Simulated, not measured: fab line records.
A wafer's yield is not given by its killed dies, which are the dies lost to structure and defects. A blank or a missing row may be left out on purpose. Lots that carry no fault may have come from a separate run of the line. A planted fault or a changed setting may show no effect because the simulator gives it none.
Which tool was responsible? + flow sky130 + 11 lots, 33 wafers sampled, at 2 steps of a route of 708

== WHAT THE GAUGES SHOWED, per wafer ==
SKY_LI_CONTACT_RS_MEAS_22: uses a four-point probe to measure.
| lot  | measured     | on           | LI_CONTACT_W_RS (ohm/sq) |
|------|--------------|--------------|--------------------------|
| L117 | day 29 06:23 | filmMetro-01 | 0.2818 0.2857 0.2876     |
| L118 | day 29 16:46 | filmMetro-04 | 0.2815 0.2874 0.2882     |
| L124 | day 31 18:13 | filmMetro-01 | 0.2847 0.2858 0.2859     |
| L125 | day 32 16:54 | filmMetro-02 | 0.2869 0.2833 0.2860     |
| L126 | day 32 21:19 | filmMetro-02 | 0.2813 0.2843 0.2824     |
| L128 | day 33 15:21 | filmMetro-04 | 0.2804 0.2880 0.2847     |
| L132 | day 35 00:53 | filmMetro-02 | 0.2912 0.2911 0.2849     |
| L133 | day 35 03:39 | filmMetro-02 | 0.2840 0.2863 0.2852     |
| L134 | day 35 04:59 | filmMetro-04 | 0.2864 0.2851 0.2869     |
| L137 | day 36 14:07 | filmMetro-02 | 0.2849 0.2886 0.2874     |
| L138 | day 36 16:14 | filmMetro-04 | 0.2857 0.2858 0.2845     |

== WHICH TOOL RAN EACH LOT (tool, then ch and the chambers of the sampled wafers, then the start) ==
| lot  | SKY_LI_CONTACT_CVD_21        |
|------|------------------------------|
| L117 | cvdW-01 ch 0,1, day 29 06:15 |
| L118 | cvdW-02 ch 0,1, day 29 16:38 |
| L124 | cvdW-02 ch 0,1, day 31 18:05 |
| L125 | cvdW-02 ch 0,1, day 32 16:46 |
| L126 | cvdW-01 ch 0,1, day 32 21:10 |
| L128 | cvdW-02 ch 0,1, day 33 15:12 |
| L132 | cvdW-01 ch 0,1, day 35 00:46 |
| L133 | cvdW-01 ch 0, day 35 03:31   |
| L134 | cvdW-01 ch 0,1, day 35 04:52 |
| L137 | cvdW-01 ch 1, day 36 13:58   |
| L138 | cvdW-01 ch 0,1, day 36 16:06 |
- SKY_LI_CONTACT_CVD_21: deposits W, target thk 400 nm, time 120.56 s.

== THE ANSWER, worked out from the rows above alone ==
Rule: usual is defined by the lots themselves. Put in order of their means at a reading, lots are off if they are a third of the lots or fewer, leave a main group of 4 or more, and stand apart from it by a gap of 3 or more times the standard deviation of the main group's means; of several such gaps the widest counts. The tables above print the reading to a certain number of digits; a main group whose means all agree to those digits is not used. A lot without any number at a reading at which 4 lots or more have one is off too. Any other lot the step has rows for is counted as sound.
No lot is off at any reading shown: from this, nothing can be told.

== WHAT THE SIMULATOR HAD PUT IN ==
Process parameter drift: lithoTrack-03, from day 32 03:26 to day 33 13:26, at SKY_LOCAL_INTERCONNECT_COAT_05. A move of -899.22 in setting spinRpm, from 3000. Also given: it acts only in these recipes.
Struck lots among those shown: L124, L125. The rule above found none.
